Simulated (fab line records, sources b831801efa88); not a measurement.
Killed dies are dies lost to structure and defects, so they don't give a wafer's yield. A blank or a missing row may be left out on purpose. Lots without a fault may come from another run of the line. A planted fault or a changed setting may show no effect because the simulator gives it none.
One fault seen from 2 desks | flow sfq_line | each desk has only its own numbers; what lay behind them comes last

THE METROLOGY DESK
What the gauges read, lot by lot, whatever tool the lot ran on: means of the sampled wafers that have a number. A lot is out of limits, marked OUT, if its mean lies more than 4 standard deviations from the usual mean; the brackets give that distance.
Columns: A = M7_NB_RS at SFQ_M7_RS_MEAS_943, usual 0.890 ohm/sq; B = M7_OVL at SFQ_M7_OVL_MEAS_945, usual 3 nm
lot  | first seen here | A     | B
L936 | day 76 14:44    | 0.894 | -1
L939 | day 76 19:34    | 0.885 | 7
L945 | day 81 00:01    | 0.882 | 1
L947 | day 81 20:34    | 0.914 | -0
L949 | day 82 13:10    | 0.894 | -3
L950 | day 84 18:35    | 0.901 | 7
This desk's finding: nothing out of limits on any of the 6 lots.

THE TOOL OWNER'S DESK: rie_metal-04
The tool's own readings at SFQ_TRILAYER_M7_BARC_OPEN_METAL_ETCH_229 (etches BARC in O2, target depth 125 nm, time 41.7 s): means of the sampled wafers that have a number, for each lot that ran on this tool. A lot is out of limits, marked OUT, if its mean lies more than 4 standard deviations from the usual mean; the brackets give that distance.
Columns: A = drypump_motor_current_A at SFQ_TRILAYER_M7_BARC_OPEN_METAL_ETCH_229, usual 5.8 A; B = oes_product_au at SFQ_TRILAYER_M7_BARC_OPEN_METAL_ETCH_229, usual 0.685 a.u.; C = rf_fwd_power_W at SFQ_TRILAYER_M7_BARC_OPEN_METAL_ETCH_229, usual 592 W
lot  | first seen here | A   | B     | C
L939 | day 79 04:11    | 5.7 | 0.685 | 588
L945 | day 81 02:33    | 5.7 | 0.684 | 559 (-11) OUT
L947 | day 81 23:02    | 5.7 | 0.682 | 558 (-11) OUT
This desk's finding: out of limits on L945, L947; first on L945, day 81 02:33 (rf_fwd_power_W at SFQ_TRILAYER_M7_BARC_OPEN_METAL_ETCH_229). In limits: L939.

PUT TOGETHER
The tool owner's desk could have raised an alarm at day 81 02:33, on L945, L947.
The metrology desk saw nothing out of limits.
The metrology desk has L945, L947 on record, within its limits.
Of the lots named, all ran SFQ_TRILAYER_M7_BARC_OPEN_METAL_ETCH_229 on rie_metal-04.

WHAT THE SIMULATOR HAD PUT IN
Process parameter drift: rie_metal-04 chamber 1, from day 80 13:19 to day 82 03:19, at SFQ_TRILAYER_M7_BARC_OPEN_METAL_ETCH_229. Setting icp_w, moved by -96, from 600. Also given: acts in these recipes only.
Lots struck among those shown: L945, L947.
Hours from the fault's start to each desk's first reading out of limits: the tool owner's desk, 13.
